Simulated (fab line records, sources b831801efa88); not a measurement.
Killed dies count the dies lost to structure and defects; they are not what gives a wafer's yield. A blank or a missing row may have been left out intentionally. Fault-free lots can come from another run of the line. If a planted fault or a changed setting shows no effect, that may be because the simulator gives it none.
A single fault, viewed from 2 desks ; flow sfq_line ; every desk sees just its own numbers, and what lay behind them comes last

## THE TOOL OWNER'S DESK: cmp-01
The tool's own readings at SFQ_TRILAYER_I7_CMP_CMP_184 (polishes SiO2): means of the sampled wafers that have a number, for each lot that ran on this tool. Any lot whose mean is over 4 standard deviations away from the usual mean is out of limits and marked OUT; that distance is given in the brackets.
Columns: A = motor_current_A at SFQ_TRILAYER_I7_CMP_CMP_184, usual 10.1 A; B = retaining_ring_pressure_frac at SFQ_TRILAYER_I7_CMP_CMP_184, usual 1.000; C = time_to_endpoint_s at SFQ_TRILAYER_I7_CMP_CMP_184, usual 215 s
lot;first seen here;A;B;C
L505;day 77 03:32;10.6;1.000;215
L506;day 77 17:21;9.8;1.004;212
L511;day 78 06:51;8.9;0.996;213
L514;day 78 13:21;11.3;0.999;213
L515;day 78 18:51;10.5;0.999;212
L525;day 87 10:35;10.5;0.995;216
Finding of this desk: none of the 6 lots has anything out of limits.

## METROLOGY DESK
What the gauges read, lot by lot, whatever tool the lot ran on: means of the sampled wafers that have a number. Any lot whose mean is over 4 standard deviations away from the usual mean is out of limits and marked OUT; that distance is given in the brackets.
Columns: A = I7_BOW at SFQ_I7_BOW_MEAS_946, usual 9 um
lot;first seen here;A
L504;day 76 21:25;-8
L505;day 77 06:32;9
L506;day 77 18:53;4
L507;day 77 21:25;5
L511;day 78 09:51;11
L512;day 78 12:22;10
L514;day 78 15:51;6
L515;day 78 21:53;9
L517;day 82 05:22;13
L524;day 87 05:23;16
L525;day 87 13:06;13
L526;day 87 15:35;5
L527;day 88 18:10;10
Finding of this desk: none of the 13 lots has anything out of limits.

## ALL TOGETHER
Nothing out of limits was seen by the tool owner's desk.
The metrology desk saw nothing out of limits.

## WHAT THE SIMULATOR HAD INSERTED
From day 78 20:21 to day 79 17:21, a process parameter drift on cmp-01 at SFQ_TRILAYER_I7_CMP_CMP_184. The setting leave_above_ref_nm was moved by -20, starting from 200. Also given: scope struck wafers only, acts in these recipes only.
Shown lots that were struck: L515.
